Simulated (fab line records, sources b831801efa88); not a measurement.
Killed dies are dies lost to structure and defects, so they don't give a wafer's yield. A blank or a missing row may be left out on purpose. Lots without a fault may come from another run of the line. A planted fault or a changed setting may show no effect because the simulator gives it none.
fab line records | flow sky130
record lots=15 wafers=45 last_day=50
route steps=708 shown METAL5@677 PASSIVATION@683 PAD_OPEN@698
lots that met no fault: from a run of the same line without faults
start_h: hours from the record's first day to the start of the lot's first wafer shown | wait_h: hours since the lot's step before | " the same as in the row above | L1.1+2: a row that stands for several wafers | - no value, or no start given | * or withheld: withheld | < > ~ a bound
route shown NAME@n: a module of which the file shows steps, and the number in the route of the first | usual: mean/standard deviation of fault-free wafers | same: alike in all rows | chamber/n: place in a boat | sites: the reading at each site | _std_site: their standard deviation | _edge_site: outer sites' mean less inner sites' | radius_mm: how far each site lies from the wafer's centre | mask NAME#n: copy n | behind: the tool/chamber that last shaped the wafer | hold: why the lot was held/for how many hours/how that ended | device: the transistor (n, p or np) that didn't switch | end of line: the same wafers' tests at the end of the route | a step without rows: its recipe alone | killed: dies lost to structure and defects at the first sort, not the wafer's yield | map: a wafer's dies, x killed, . not, _ none there
set.NAME: the setting as run; set.NAME@STEP: as run at that earlier step | model.NAME: the simulator's own value behind a step, which no gauge read
steps of the route over a sample of lots; a table a step, a row a wafer
services: from which hour (start_h, from the record's first day; less than 0 if before it) a tool's chamber was out of use, for how many hours, and why
## steps
# step SKY_METAL5_STRIP_16
# recipe chemistry=O2/N2 power_w=1400 pressure_mtorr=1500 platen_temp_c=withheld o2_flow_sccm=3000 n2_flow_sccm=300 overash_fraction=0.5
# usual drypump_motor_current_A=5.8/0.33 oes_product_au=0.710/0.0046 strip_time_to_endpoint_s=13.18/0.097
# columns lot.wafer tool chamber start_h wait_h drypump_motor_current_A oes_product_au rf_hours_counter_h strip_time_to_endpoint_s
L629.1 plasma_asher-03 1 1034.51 0.2 5.8 0.715 88 13.15
L629.3 " 1 " " 5.7 0.709 - 13.18
L629.5 " 1 " " 5.8 0.713 - 13.22
L628.3 plasma_asher-04 0 1040.50 0.1 6.4 0.713 - 13.19
L628.4 " 1 " " 5.2 0.710 - 13.29
L628.5 " 1 " " 5.2 0.709 - 13.22
L630.1 plasma_asher-04 1 1053.11 0.2 5.3 0.712 30 13.10
L630.4 " 1 " " 5.2 0.705 - 13.20
L630.5 " 0 " " 6.3 0.710 - 13.18
L634.2 plasma_asher-04 1 1066.26 0.2 5.2 0.715 32 13.17
L634.5 " 0 " " 6.3 0.707 - 13.10
L634.6 " 1 " " 5.3 0.711 - 13.08
L635.1 plasma_asher-01 0 1072.66 0.2 5.4 0.710 1 13.16
L635.2 " 1 " " 5.8 0.707 1 13.21
L635.5 " 0 " " 5.4 0.714 - 13.08
L636.3 plasma_asher-04 1 1076.90 0.1 5.2 0.720 - 13.11
L636.4 " 0 " " 6.3 0.714 - 13.05
L636.6 " 1 " " 5.2 0.713 - 13.15
L637.1 plasma_asher-03 1 1094.31 0.2 5.7 0.709 94 13.17
L637.4 " 1 " " 5.7 0.711 - 13.20
L637.5 " 1 " " 5.7 0.709 - 13.21
L638.4 plasma_asher-03 1 1095.41 0.2 5.8 0.705 - 13.29
L638.5 " 1 " " 5.7 0.714 - 13.20
L638.6 " 0 " " 5.8 0.712 - 13.19
L643.1 plasma_asher-04 0 1126.26 0.2 6.3 0.707 37 13.04
L643.3 " 0 " " 6.3 0.711 - 13.20
L643.5 " 1 " " 5.3 0.714 - 13.02
L642.1 plasma_asher-03 0 1128.21 0.2 5.9 0.716 97 13.11
L642.2 " 1 " " 5.8 0.708 97 13.10
L642.4 " 0 " " 5.9 0.715 - 12.99
L644.4 plasma_asher-03 1 1137.29 0.1 5.7 0.712 - 13.06
L644.5 " 1 " " 5.7 0.709 - 13.18
L644.6 " 0 " " 5.8 0.708 - 13.12
L647.3 plasma_asher-03 0 1142.59 0.1 5.9 0.708 - 13.25
L647.4 " 1 " " 5.7 0.704 - 13.32
L647.6 " 1 " " 5.7 0.715 - 13.35
L645.1 plasma_asher-04 1 1142.91 0.2 5.2 0.702 39 13.14
L645.3 " 0 " " 6.3 0.712 - 13.23
L645.6 " 1 " " 5.2 0.711 - 13.21
L648.1 plasma_asher-03 0 1148.91 0.2 5.8 0.709 100 13.14
L648.2 " 1 " " 5.7 0.706 100 13.05
L648.3 " 0 " " 5.9 0.712 - 12.98
L650.2 plasma_asher-03 0 1161.85 0.2 5.9 0.705 101 13.30
L650.5 " 0 " " 5.9 0.713 - 13.31
L650.6 " 1 " " 5.7 0.713 - 13.19
# step SKY_PASSIVATION_CVD_02
# recipe material=Si3N4 target_thk_nm=540 temp_c=400 time_s=withheld rf_w=450
# usual heater_power_w=730/120 susceptor_temp_C=400.02/0.2
# columns lot.wafer tool chamber start_h wait_h heater_power_w susceptor_temp_C
L629.1 pecvd-03 1 1035.19 0.1 632 399.85
L629.3 " 0 " " 615 399.91
L629.5 " 1 " " 646 399.87
L628.3 pecvd-03 2 1041.15 0.0 882 399.93
L628.4 " 2 " " 899 400.24
L628.5 " 1 " " 675 399.77
L630.1 pecvd-02 0 1053.84 0.1 1012 400.23
L630.4 " 2 " " 707 399.97
L630.5 " 0 " " 1009 399.98
L634.2 pecvd-02 0 1066.93 0.0 924 399.85
L634.5 " 0 " " 952 400.16
L634.6 " 1 " " 699 400.26
L635.1 pecvd-03 0 1073.35 0.1 720 399.99
L635.2 " 1 " " 694 399.71
L635.5 " 1 " " 692 399.73
L636.3 pecvd-02 0 1077.54 0.0 986 400.10
L636.4 " 1 " " 663 400.33
L636.6 " 2 " " 690 399.73
L637.1 pecvd-04 2 1094.99 0.1 604 399.98
L637.4 " 1 " " 615 399.93
L637.5 " 2 " " 644 400.12
L638.4 pecvd-02 2 1096.16 0.1 557 400.27
L638.5 " 0 " " 971 399.95
L638.6 " 1 " " 595 399.87
L643.1 pecvd-02 2 1127.37 0.1 615 400.13
L643.3 " 0 " " 976 399.89
L643.5 " 2 " " 643 400.28
L642.1 pecvd-03 2 1129.22 0.1 718 399.57
L642.2 " 1 " " 639 400.29
L642.4 " 2 " " 789 399.58
L644.4 pecvd-02 2 1138.05 0.1 700 400.00
L644.5 " 1 " " 686 400.03
L644.6 " 0 " " 998 399.75
L647.3 pecvd-03 0 1143.27 0.0 706 400.17
L647.4 " 2 " " 848 399.94
L647.6 " 0 " " 594 400.13
L645.1 pecvd-02 2 1143.81 0.1 680 399.99
L645.3 " 0 " " 922 399.96
L645.6 " 0 " " 970 400.18
L648.1 pecvd-02 0 1149.62 0.1 957 400.00
L648.2 " 1 " " 705 399.79
L648.3 " 2 " " 593 400.10
L650.2 pecvd-04 2 1162.52 0.0 608 400.30
L650.5 " 1 " " 662 400.26
L650.6 " 0 " " 672 400.31
# step SKY_PASSIVATION_ETCH_11
# recipe chemistry=CF4/O2 target_depth_nm=725 stop_on=AlCu source_w=800 bias_w=150 pressure_mtorr=150 cf4_flow_sccm=80 O2_flow_sccm=10 time_s=161.1
# usual drypump_motor_current_A=5.8/0.36 oes_product_au=0.979/0.007 throttle_valve_pct=5.966/0.01
# columns lot.wafer tool chamber start_h wait_h drypump_motor_current_A oes_product_au rf_hours_counter_h throttle_valve_pct
L629.1 rie_diel-03 2 1056.89 - 5.9 0.968 0 5.952
L629.3 " 0 " " 5.4 0.962 16 5.965
L629.5 " 3 " " 5.8 0.973 - 5.975
L628.3 rie_diel-01 0 1061.59 - 5.8 0.971 2 5.961
L628.4 " 3 " " 6.5 0.975 15 5.969
L628.5 " 1 " " 5.4 0.982 - 5.962
L630.1 rie_diel-01 1 1074.39 - 5.3 0.975 24 5.962
L630.4 " 3 " " 6.5 0.981 15 5.960
L630.5 " 2 " " 6.2 0.990 - 5.969
L634.2 rie_diel-02 0 1086.24 - 6.1 0.977 18 5.952
L634.5 " 2 " " 5.8 0.986 - 5.966
L634.6 " 3 " " 5.7 0.980 - 5.963
L635.1 rie_diel-03 3 1093.74 - 5.8 0.976 12 5.979
L635.2 " 0 " " 5.4 0.973 16 5.970
L635.5 " 3 " " 5.9 0.980 - 5.948
L636.3 rie_diel-01 2 1097.84 - 6.2 0.978 13 5.983
L636.4 " 3 " " 6.4 0.983 16 5.961
L636.6 " 1 " " 5.4 0.980 - 5.968
L637.1 rie_diel-03 1 1114.54 - 5.8 0.980 9 5.962
L637.4 " 0 " " 5.4 0.979 17 5.969
L637.5 " 0 " " 5.4 0.984 - 5.945
L638.4 rie_diel-01 3 1115.84 - 6.5 0.984 - 5.977
L638.5 " 0 " " 5.8 0.987 - 5.967
L638.6 " 2 " " 6.2 0.986 - 5.966
L643.1 rie_diel-01 3 1145.54 - 6.5 0.975 18 5.974
L643.3 " 2 " " 6.2 0.985 15 5.946
L643.5 " 2 " " 6.2 0.991 - 5.954
L642.1 rie_diel-03 1 1146.44 - 5.8 0.972 10 5.954
L642.2 " 2 " " 5.9 0.972 3 5.963
L642.4 " 0 " " 5.4 0.987 18 5.950
L644.4 rie_diel-02 3 1155.59 - 5.7 0.980 1 5.965
L644.5 " 0 " " 6.1 0.986 - 5.970
L644.6 " 3 " " 5.7 0.989 - 5.982
L647.3 rie_diel-03 1 1161.09 - 5.8 0.974 11 5.965
L647.4 " 3 " " 5.8 0.985 14 5.959
L647.6 " 3 " " 5.9 0.985 - 5.961
L645.1 rie_diel-01 3 1161.19 - 6.5 0.973 18 5.938
L645.3 " 0 " " 5.8 0.974 5 5.974
L645.6 " 3 " " 6.5 0.978 - 5.978
L648.1 rie_diel-02 0 1166.79 - 6.1 0.973 21 5.952
L648.2 " 2 " " 5.8 0.974 18 5.958
L648.3 " 3 " " 5.7 0.976 2 5.934
L650.2 rie_diel-03 0 1179.19 - 5.4 0.971 20 5.972
L650.5 " 0 " " 5.4 0.979 - 5.941
L650.6 " 1 " " 5.8 0.974 - 5.973
# step SKY_PAD_OPEN_EXPOSE_04
# recipe mask_id=PDM target_cd_nm=60000 na=0.57 dose_mj=260
# usual exposure_dose_mJ_cm2=260.00/0.25 focus_offset_nm=0.0/0.54
# columns lot.wafer tool chamber start_h wait_h mask exposure_dose_mJ_cm2 focus_offset_nm
L629.1 iline_stepper-02 0 1067.59 - PDM#0 260.13 0.0
L629.3 " 0 " " PDM#0 260.25 0.3
L629.5 " 0 " " PDM#0 259.97 -0.4
L628.3 iline_stepper-01 0 1073.21 - PDM#0 259.59 0.2
L628.4 " 0 " " PDM#0 259.69 0.1
L628.5 " 0 " " PDM#0 259.74 0.0
L630.1 iline_stepper-02 0 1083.96 - PDM#0 259.54 -0.4
L630.4 " 0 " " PDM#0 259.94 -0.4
L630.5 " 0 " " PDM#0 259.65 -0.7
L634.2 iline_stepper-02 0 1096.86 - PDM#0 259.68 0.2
L634.5 " 0 " " PDM#0 259.89 -0.4
L634.6 " 0 " " PDM#0 259.89 0.2
L635.1 iline_stepper-02 - 1102.54 - PDM#0 - -
L635.2 " - " " PDM#0 - -
L635.5 " - " " PDM#0 - -
L636.3 iline_stepper-01 - 1106.86 - PDM#0 - -
L636.4 " - " " PDM#0 - -
L636.6 " - " " PDM#0 - -
L637.1 iline_stepper-02 - 1123.61 - PDM#0 - -
L637.4 " - " " PDM#0 - -
L637.5 " - " " PDM#0 - -
L638.4 iline_stepper-02 0 1124.70 - PDM#0 260.14 0.3
L638.5 " 0 " " PDM#0 259.70 0.1
L638.6 " 0 " " PDM#0 259.91 -0.2
L643.1 iline_stepper-01 0 1154.82 - PDM#0 260.04 0.6
L643.3 " 0 " " PDM#0 259.88 0.8
L643.5 " 0 " " PDM#0 259.84 0.4
L642.1 iline_stepper-02 0 1155.47 - PDM#0 260.00 -0.1
L642.2 " 0 " " PDM#0 259.85 0.1
L642.4 " 0 " " PDM#0 259.82 0.2
L644.4 iline_stepper-01 0 1164.32 - PDM#0 260.18 0.3
L644.5 " 0 " " PDM#0 259.94 -0.1
L644.6 " 0 " " PDM#0 259.91 0.1
L647.3 iline_stepper-02 0 1169.19 - PDM#0 260.20 -0.2
L647.4 " 0 " " PDM#0 260.11 0.3
L647.6 " 0 " " PDM#0 259.91 -0.3
L645.1 iline_stepper-01 0 1169.56 - PDM#0 260.38 -0.1
L645.3 " 0 " " PDM#0 259.80 -0.5
L645.6 " 0 " " PDM#0 260.37 -1.3
L648.1 iline_stepper-02 0 1176.86 - PDM#0 260.31 -0.3
L648.2 " 0 " " PDM#0 260.22 -0.2
L648.3 " 0 " " PDM#0 260.06 -0.1
L650.2 iline_stepper-01 0 1186.71 - PDM#0 259.80 -1.0
L650.5 " 0 " " PDM#0 260.51 -0.5
L650.6 " 0 " " PDM#0 259.89 -0.5
## services
# columns tool chamber start_h hours kind
rie_diel-01 - 1014.01 0.2 repair
iline_stepper-01 - 1021.21 1.7 pm
rie_diel-02 0 1025.86 5.1 repair
rie_diel-01 0 1028.03 12.7 repair
plasma_asher-04 - 1047.59 4.3 pm
plasma_asher-01 - 1049.84 0.6 repair
rie_diel-03 0 1052.23 3.6 repair
plasma_asher-01 - 1055.25 9.0 pm
iline_stepper-02 - 1075.54 4.4 pm
pecvd-04 - 1116.66 5.5 pm
iline_stepper-01 - 1116.85 8.0 repair
rie_diel-02 0 1118.30 7.9 repair
pecvd-03 - 1118.72 6.0 pm
plasma_asher-04 - 1122.98 1.7 repair
rie_diel-03 0 1127.71 5.3 repair
plasma_asher-01 - 1132.19 14.6 pm
rie_diel-02 3 1136.30 3.0 repair
plasma_asher-04 - 1146.81 2.6 repair
plasma_asher-03 - 1155.33 1.2 repair
pecvd-03 - 1163.33 0.7 repair
rie_diel-03 - 1164.20 0.4 repair
rie_diel-02 1 1165.30 4.0 repair
rie_diel-02 0 1167.40 5.9 repair
rie_diel-03 3 1169.82 21.2 repair
## key
first_sign step=SKY_PAD_OPEN_EXPOSE_04 reading=tool_record direction=missing
effect none on later readings
met_at SKY_PAD_OPEN_EXPOSE_04
struck_lots L635,L636,L637
later_rows_left_out L635.1,L635.2,L635.5,L636.3,L636.4,L636.6,L637.1,L637.4,L637.5
sort_left_out L635.1,L635.2,L635.5,L636.3,L636.4,L636.6,L637.1,L637.4,L637.5
not_acting_at SKY_METAL5_STRIP_16,SKY_PASSIVATION_CVD_02,SKY_PASSIVATION_ETCH_11
onset_between 1096.86 1102.54
fault kind=skipped_step_whole tool=iline_stepper-01,iline_stepper-02 chamber=- onset_h=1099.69 steps=SKY_PAD_OPEN_EXPOSE_04 scope=struck_lots_only
# sort_left_out: the simulated sort isn't trusted on such a fault, so these wafers' sort isn't shown, and their yield isn't known
# later_rows_left_out: the simulator's readings of these wafers behind a module that went badly wrong aren't trusted and aren't shown, but for the sort
